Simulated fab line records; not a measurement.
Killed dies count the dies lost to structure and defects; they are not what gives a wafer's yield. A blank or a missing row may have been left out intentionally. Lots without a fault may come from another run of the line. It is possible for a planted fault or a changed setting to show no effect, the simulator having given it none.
Which of the tools did it? ; flow sky130 ; 14 lots with 42 wafers sampled at 2 steps, on a route of 708 steps

## WHAT THE GAUGES SHOWED, per wafer
SKY_METAL3_CD_MEAS_13: target cd 300 nm.
lot;measured;on;cd-nm (nm)
L565;day 39 05:11;cd-sem-02;299.8 299.8 301.8
L566;day 39 09:41;cd-sem-01;300.0 299.4 298.8
L567;day 39 11:43;cd-sem-02;299.9 300.8 299.2
L568;day 39 19:40;cd-sem-01;300.9 301.0 301.0
L569;day 40 03:05;cd-sem-01;299.4 299.3 299.2
L570;day 40 11:31;cd-sem-02;297.9 299.6 298.0
L572;day 41 04:22;cd-sem-02;297.1 296.7 296.8
L576;day 42 06:46;cd-sem-02;301.5 299.8 299.7
L582;day 43 12:38;cd-sem-02;300.3 300.2 299.2
L583;day 44 04:17;cd-sem-01;300.6 300.6 299.9
L584;day 44 08:31;cd-sem-01;301.4 299.1 299.9
L585;day 44 11:52;cd-sem-01;300.3 301.0 299.7
L586;day 44 18:08;cd-sem-02;301.2 299.8 300.7
L587;day 44 22:41;cd-sem-01;302.3 301.8 302.7

SKY_VIA3_BOW_MEAS_03.
lot;measured;on;VIA3_BOW (um)
L565;day 39 06:47;film-metro-03;84 75 70
L566;day 39 11:17;film-metro-03;67 84 77
L567;day 39 13:21;film-metro-03;77 81 71
L568;day 39 21:21;film-metro-04;77 74 62
L569;day 40 04:48;film-metro-04;88 83 75
L570;day 40 13:08;film-metro-04;88 83 76
L572;day 41 06:17;film-metro-04;75 82 82
L576;day 42 08:25;film-metro-03;81 83 84
L582;day 43 14:14;film-metro-04;88 78 76
L583;day 44 06:02;film-metro-03;74 87 77
L584;day 44 10:10;film-metro-04;73 72 76
L585;day 44 13:29;film-metro-04;77 75 73
L586;day 44 19:44;film-metro-04;83 83 88
L587;day 45 00:17;film-metro-04;76 90 83

## WHAT TOOL EACH LOT RAN ON (gives the tool, then ch and the chambers of the sampled wafers, and finally the start)
There is no process step in the record ahead of these readings.

## WHAT THE TOOLS THEMSELVES READ (means of the sampled wafers that have a number; where no wafer has one, the mark that the record gives instead)
The record holds no such reading with a usual standard deviation.

## THE ANSWER, worked out from the rows above alone
Rule: the usual values come from the lots themselves. The widest of any qualifying gaps counts: lots, ordered by their means at a reading, are off when they make up no more than a third of the lots, leave a main group of 4 or more, and stand apart from it by 3 or more times the standard deviation of that group's means. The tables above print the reading to a certain number of digits; a main group whose means all agree to those digits is not used. Also off: a lot with no number at a reading for which 4 or more lots have one. Where the step has rows for the other lots, those lots are counted as sound. Order of review: gauges by route order, followed by the tools' own readings, for which a lot's mean as printed above is used. The first step at which some lot is off is used, and at that step the reading that is off furthest; a lot without a number counts as furthest.
Nothing can be told from this: no lot is off at any reading shown.

## WHAT THE SIMULATOR HAD PUT IN
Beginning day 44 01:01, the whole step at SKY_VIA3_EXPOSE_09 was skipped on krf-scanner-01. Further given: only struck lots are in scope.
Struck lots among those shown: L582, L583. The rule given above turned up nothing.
